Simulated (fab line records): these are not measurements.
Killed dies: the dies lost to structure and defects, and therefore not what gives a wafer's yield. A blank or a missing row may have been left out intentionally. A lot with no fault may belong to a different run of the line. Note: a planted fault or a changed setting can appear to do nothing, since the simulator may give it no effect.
A single fault, viewed from 2 desks :: flow sky130 :: only its own numbers are on each desk; what lay behind them is given at the end

== FOR THE TOOL OWNER'S DESK: furnace-01 ==
The tool's own readings at SKY_SONOS_ONO_OXIDATION_00 (stabilise 600 s, purge 300 s, target thk 2.6 nm): means of the sampled wafers that have a number, for each lot that ran on this tool. Marked OUT: a lot whose mean sits more than 4 standard deviations from the usual mean, which makes it out of limits; the brackets give that distance.
Columns: A = ramp down c per min at SKY_SONOS_ONO_OXIDATION_00, usual 2.9999; B = spike tc bottom C at SKY_SONOS_ONO_OXIDATION_00, usual 815 C; C = spike tc centre C at SKY_SONOS_ONO_OXIDATION_00, usual 800.0 C; D = spike tc lower C at SKY_SONOS_ONO_OXIDATION_00, usual 801.3 C; E = spike tc upper C at SKY_SONOS_ONO_OXIDATION_00, usual 799.3 C; F = tube center temp C at SKY_SONOS_ONO_OXIDATION_00, usual 800 C; G = tube_center_temp_C_max at SKY_SONOS_ONO_OXIDATION_00, usual 802.1
lot: L176
first seen here: day 13 20:53
A: 3.0000
B: 818
C: 798.7
D: 802.5
E: 798.5
F: 800
G: 801.9

lot: L177
first seen here: day 14 04:03
A: 2.9999
B: 818
C: 799.7
D: 802.4
E: 797.7
F: 800
G: 801.9

lot: L181
first seen here: day 15 13:08
A: 2.9999
B: 818
C: 799.6
D: 802.2
E: 798.6
F: 800
G: 802.2

lot: L183
first seen here: day 16 03:09
A: 3.0000
B: 819
C: 799.1
D: 802.3
E: 797.6
F: 800
G: 802.0

lot: L184
first seen here: day 16 13:08
A: 2.9998
B: 818
C: 800.0
D: 802.5
E: 798.4
F: 800
G: 802.0

lot: L185
first seen here: day 16 17:25
A: 3.0003
B: 826
C: 806.3 (+4.8) OUT
D: 809.2 (+5.7) OUT
E: 806.4 (+4.7) OUT
F: 808 (+99 or more) OUT
G: 809.8 (+24) OUT

lot: L187
first seen here: day 17 11:16
A: 2.9999
B: 825
C: 806.2 (+4.8) OUT
D: 810.1 (+6.3) OUT
E: 805.9 (+4.4) OUT
F: 808 (+99 or more) OUT
G: 809.9 (+24) OUT

lot: L188
first seen here: day 18 00:25
A: 2.9997
B: 825
C: 807.9 (+6.1) OUT
D: 809.2 (+5.7) OUT
E: 805.7 (+4.3) OUT
F: 808 (+99 or more) OUT
G: 810.2 (+25) OUT
This desk finds L185, L187, L188 out of limits, L185 being first, at day 16 17:25 (spike tc centre C at SKY_SONOS_ONO_OXIDATION_00). In limits: L176, L177, L181, L183, L184.

== AT THE METROLOGY DESK ==
Means of the sampled wafers that have a number, per lot and without regard to the tool the lot ran on: this is what the gauges read. Marked OUT: a lot whose mean sits more than 4 standard deviations from the usual mean, which makes it out of limits; the brackets give that distance.
Columns: A = SONOS_ONO_OXIDATION_THK at SKY_SONOS_ONO_THK_MEAS_01, usual 2.61 nm; B = LDD_LDN_OVL at SKY_LDD_LDN_OVL_MEAS_07, usual -0.5 nm; C = SD_P_TW at SKY_SD_P_TW_MEAS_11, usual 2820
lot: L176
first seen here: day 13 22:14
A: 2.67
B: 0.8
C: 2842

lot: L177
first seen here: day 14 05:24
A: 2.71
B: -2.6
C: 2810

lot: L180
first seen here: day 15 07:05
A: 2.59
B: -0.3
C: 2801

lot: L181
first seen here: day 15 14:29
A: 2.61
B: -1.9
C: 2801

lot: L183
first seen here: day 16 04:29
A: 2.53
B: -1.3
C: 2846

lot: L184
first seen here: day 16 14:29
A: 2.60
B: -0.8
C: 2804

lot: L185
first seen here: day 16 18:46
A: 2.93 (+5.7) OUT
B: -1.6
C: 2838

lot: L187
first seen here: day 17 12:38
A: 2.93 (+5.6) OUT
B: 0.6
C: 2836

lot: L188
first seen here: day 18 01:45
A: 2.91 (+5.3) OUT
B: -0.9
C: 2817

lot: L189
first seen here: day 18 07:32
A: 2.67
B: 1.0
C: 2818

lot: L190
first seen here: day 18 10:22
A: 2.65
B: -0.8
C: 2821
This desk's finding: out of limits on L185, L187, L188; first on L185, day 16 18:46 (SONOS_ONO_OXIDATION_THK at SKY_SONOS_ONO_THK_MEAS_01). In limits: L176, L177, L180, L181, L183, L184, L189, L190.

== ALL TOGETHER ==
At day 16 17:25, on L185, L187, L188, the tool owner's desk was in a position to raise an alarm.
L185, L187, L188 would have let the metrology desk raise an alarm at day 16 18:46.
On furnace-01, each named lot ran SKY_SONOS_ONO_OXIDATION_00.

== WHAT HAD BEEN PUT IN BY THE SIMULATOR ==
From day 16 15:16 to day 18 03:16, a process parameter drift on furnace-01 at SKY_SONOS_ONO_OXIDATION_00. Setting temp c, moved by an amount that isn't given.
Lots struck among those shown: L185, L187, L188.
Fault start to first reading out of limits, in hours, per desk: tool owner, 2; metrology, 4.
